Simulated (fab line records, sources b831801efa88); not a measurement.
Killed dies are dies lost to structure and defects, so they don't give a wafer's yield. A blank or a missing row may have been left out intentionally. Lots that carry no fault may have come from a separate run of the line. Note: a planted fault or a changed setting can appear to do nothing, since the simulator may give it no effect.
Comparing a struck lot with a sound one | flow sky130 | 15 out of 708 route steps
Sound: wafers L922.2, L922.4, L922.5. The struck wafers were L938.3, L938.5, L938.6. The cause is given at the end.
Each step with rows lists, per side, the tool, then ch with its chambers, then its first start. Under that, the readings that differ: sound wafers | struck wafers | difference of the means | sigmas: that difference in standard deviations of wafers without a fault.
alike: readings whose means differ by less than 2 such deviations, and words and numbers that are the same on both sides. not compared: withheld readings, readings that some wafer has no value for, bounds like >300 that may hide the same value, and numbers for which the record gives no deviation and whose values overlap.
A row with sigmas, a row that says differs or no value, or rows on one side alone: a step with any of these is where the two part. Numbers that have no deviation but don't overlap get no sigmas and don't part them. A reading missing from all wafers of one side parts the sides only when that side holds two or more wafers.

first, 4 steps without rows for these wafers: SKY_RES_XHIGH_EXPOSE_04 (exposes mask URPM, target cd 1270 nm); SKY_RES_XHIGH_PEB_05; SKY_RES_XHIGH_DEVELOP_06 (develop time 60 s); SKY_RES_XHIGH_IMPLANT_07.
SKY_RES_XHIGH_STRIP_08: strips in O2/N2.
  sound on plasma asher-01 ch 1, day 27 20:48; struck on plasma asher-01 ch 0,1, day 33 03:36
  alike: drypump motor current A, n2 flow sccm, oes product au, strip time to endpoint s
  not compared: rf hours counter h
SKY_RES_XHIGH_TW_MEAS_09:
  sound: film metro-01 at day 27 20:55; struck: film metro-01 at day 33 03:41
  alike: RES_XHIGH_TW
then, 3 steps without rows for these wafers: SKY_SD_N_DEHYDRATE_00 (time 60 s); SKY_SD_N_HMDS_01 (prime time 60 s); SKY_SD_N_COAT_02 (resist thk 1140 nm).
SKY_SD_N_SOFTBAKE_03: time 61.49 s.
  sound on litho track-04 ch 0, day 28 11:23; struck on litho track-03 ch 0, day 33 17:06
  alike: plate sensor t centre C, plate sensor t edge C
then, 2 steps without rows for these wafers: SKY_SD_N_EXPOSE_04 (exposes mask NSDM, target cd 380 nm); SKY_SD_N_PEB_05.
SKY_SD_N_DEVELOP_06: develop time 60 s.
  sound on litho track-04 ch 0, day 29 00:35; struck on litho track-04 ch 0, day 34 06:28
SKY_SD_N_CD_MEAS_07: target cd 380 nm.
  sound: cd sem-02 at day 29 00:44; struck: cd sem-02 at day 34 06:54
  reading    | sound             | struck            | difference | sigmas
  cd nm (nm) | 378.8 379.7 377.3 | 231.7 231.7 228.8 | -147.9     | -62
  not compared: hold
SKY_PAD_OPEN_PROBE_99:
  rows exist in the record for the sound wafers here (prober-02, day 46 14:31), none for the struck ones

WHERE THEY PART
Earliest at SKY_SD_N_CD_MEAS_07; latest, in this record, at SKY_PAD_OPEN_PROBE_99.

WHY: what the simulator had put in
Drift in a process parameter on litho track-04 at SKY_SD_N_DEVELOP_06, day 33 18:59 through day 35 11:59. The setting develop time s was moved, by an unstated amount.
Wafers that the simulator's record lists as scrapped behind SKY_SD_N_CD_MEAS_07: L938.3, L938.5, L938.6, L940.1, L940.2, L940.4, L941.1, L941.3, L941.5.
